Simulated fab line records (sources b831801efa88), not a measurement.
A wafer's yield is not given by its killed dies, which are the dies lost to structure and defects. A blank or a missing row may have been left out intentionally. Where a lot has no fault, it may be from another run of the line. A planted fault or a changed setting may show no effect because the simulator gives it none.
Comparing a struck lot with a sound one + flow sky130 + 43 out of 708 route steps
Sound: these wafers, L280.1, L280.3, L280.4. Struck: wafers L297.1, L297.4, L297.6. Last of all comes the cause.
Order at every step that has rows: each side's tool, ch and its chambers, its first start. Under that, the readings that differ: sound wafers + struck wafers + difference of the means + sigmas: that difference in standard deviations of wafers without a fault.
alike: same words and numbers on both sides, and readings whose means sit less than 2 such deviations apart. not compared: any withheld reading, any reading some wafer has no value for, any bound like >300 that may hide the same value, and any number with overlapping values for which the record gives no deviation.
The two part at a step that has a row with sigmas, a row that says differs or no value, or rows on one side only. When numbers do not overlap yet have no deviation, they are printed without sigmas and do not part them. A reading missing from all wafers of one side parts the sides only when that side holds two or more wafers.

first, 1 step without rows for these wafers: SKY_LDD_N_IMPLANT_15.
SKY_LDD_N_STRIP_16: strips in O2/N2.
  sound on plasma asher-02 ch 0,1, day 20 02:46; struck on plasma asher-04 ch 0,1, day 26 03:08
  alike: drypump motor current A, oes product au, strip time to endpoint s
  not compared: rf hours counter h
SKY_LDD_N_TW_MEAS_17:
  sound on film metro-02 at day 20 02:52; struck on film metro-03 at day 26 03:14
  alike: LDD_N_TW
then, 7 steps without rows for these wafers: SKY_LDD_P_DEHYDRATE_00 (time 60 s); SKY_LDD_P_HMDS_01 (prime time 60 s); SKY_LDD_P_COAT_02 (resist thk 1140 nm); SKY_LDD_P_SOFTBAKE_03 (time 60 s); SKY_LDD_P_EXPOSE_04 (exposes mask PSDM, target cd 380 nm); SKY_LDD_P_PEB_05; SKY_LDD_P_DEVELOP_06 (develop time 60 s).
SKY_LDD_P_CD_MEAS_07: the cd target is 380 nm.
  sound on cd sem-02 at day 21 10:08; struck on cd sem-01 at day 27 08:00
  alike: cd nm
SKY_LDD_P_OVL_MEAS_08:
  sound on overlay-01 at day 21 10:15; struck on overlay-01 at day 27 08:07
  alike: LDD_P_OVL
SKY_LDD_P_IMPLANT_09:
  sound on implanter-01 ch 0, day 21 10:17; struck on implanter-03 ch 0, day 27 08:09
SKY_LDD_P_STRIP_10: strips in O2/N2.
  sound on plasma asher-04 ch 0,1, day 21 10:26; struck on plasma asher-01 ch 0, day 27 08:18
  alike: drypump motor current A, oes product au, strip time to endpoint s
  not compared: rf hours counter h
SKY_LDD_P_TW_MEAS_11:
  sound on film metro-04 at day 21 10:32; struck on film metro-04 at day 27 08:24
  alike: LDD_P_TW
then, 7 steps without rows for these wafers: SKY_LDD_HVN_DEHYDRATE_00 (time 60 s); SKY_LDD_HVN_HMDS_01 (prime time 60 s); SKY_LDD_HVN_COAT_02 (resist thk 300 nm); SKY_LDD_HVN_SOFTBAKE_03 (time 60 s); SKY_LDD_HVN_EXPOSE_04 (exposes mask HVNTM, target cd 700 nm); SKY_LDD_HVN_PEB_05; SKY_LDD_HVN_DEVELOP_06 (develop time 60 s).
SKY_LDD_HVN_OVL_MEAS_07:
  sound on overlay-01 at day 22 16:48; struck on overlay-01 at day 28 13:09
  alike: LDD_HVN_OVL
then, 1 step without rows for these wafers: SKY_LDD_HVN_IMPLANT_08.
SKY_LDD_HVN_STRIP_09: strips in O2/N2.
  sound on plasma asher-02 ch 0,1, day 22 16:59; struck on plasma asher-04 ch 0, day 28 13:20
  alike: drypump motor current A, oes product au, strip time to endpoint s
  not compared: rf hours counter h
SKY_LDD_HVN_TW_MEAS_10:
  sound on film metro-02 at day 22 17:05; struck on film metro-02 at day 28 13:26
  alike: LDD_HVN_TW
then, 7 steps without rows for these wafers: SKY_LDD_HVP_DEHYDRATE_00 (time 60 s); SKY_LDD_HVP_HMDS_01 (prime time 60 s); SKY_LDD_HVP_COAT_02 (resist thk 300 nm); SKY_LDD_HVP_SOFTBAKE_03 (time 60 s); SKY_LDD_HVP_EXPOSE_04 (exposes mask HVPTM, target cd 700 nm); SKY_LDD_HVP_PEB_05; SKY_LDD_HVP_DEVELOP_06 (develop time 60 s).
SKY_LDD_HVP_OVL_MEAS_07:
  sound on overlay-02 at day 23 23:06; struck on overlay-01 at day 29 18:03
  alike: LDD_HVP_OVL
then, 1 step without rows for these wafers: SKY_LDD_HVP_IMPLANT_08.
SKY_LDD_HVP_STRIP_09: strips in O2/N2.
  sound on plasma asher-02 ch 0,1, day 23 23:17; struck on plasma asher-02 ch 0,1, day 29 18:14
  alike: drypump motor current A, oes product au, strip time to endpoint s
  not compared: rf hours counter h
SKY_LDD_HVP_TW_MEAS_10:
  sound on film metro-02 at day 23 23:23; struck on film metro-03 at day 29 18:20
| reading    | sound             | struck            | difference | sigmas |
|------------|-------------------|-------------------|------------|--------|
| LDD_HVP_TW | 459.3 458.6 459.3 | 453.9 452.8 452.6 | -6.0       | -3     |
then, 5 steps without rows for these wafers: SKY_LDD_LDN_DEHYDRATE_00 (time 60 s); SKY_LDD_LDN_HMDS_01 (prime time 60 s); SKY_LDD_LDN_COAT_02 (resist thk 1140 nm); SKY_LDD_LDN_SOFTBAKE_03 (time 60 s); SKY_LDD_LDN_EXPOSE_04 (exposes mask LDNTM, target cd 700 nm).
-- here the record skips 22 days between the struck wafers' starts before and after, leaving off in module LDD_LDN and picking up in module PAD_OPEN (first step shown: number 708 of the route) --
SKY_PAD_OPEN_PROBE_99:
  sound on prober-02 at day 47 14:52; struck on prober-02 at day 51 06:27
| reading                           | sound                  | struck                  | difference | sigmas |
|-----------------------------------|------------------------|-------------------------|------------|--------|
| model.etest.tip p.rs ohm sq range | 210.3 183.6 187        | 1560 1518 1655          | +1384      |        |
| model.etest.pfet_01v8.vt v range  | 0.0129 0.01637 0.01318 | 0.03439 0.03574 0.02987 | +0.01918   |        |
  alike: killed_at_M0_to_M3, killed_at_M4_up, killed at contacts, killed at front end, killed at other, killed dies, killed open, killed short
  not compared: model.etest.pfet_01v8.drive ua um range

## WHERE THEY PART
Only at SKY_LDD_HVP_TW_MEAS_10, as far as this record shows. Later steps at which nothing parts them and some readings are alike: SKY_PAD_OPEN_PROBE_99.

WHY: the cause the simulator had injected
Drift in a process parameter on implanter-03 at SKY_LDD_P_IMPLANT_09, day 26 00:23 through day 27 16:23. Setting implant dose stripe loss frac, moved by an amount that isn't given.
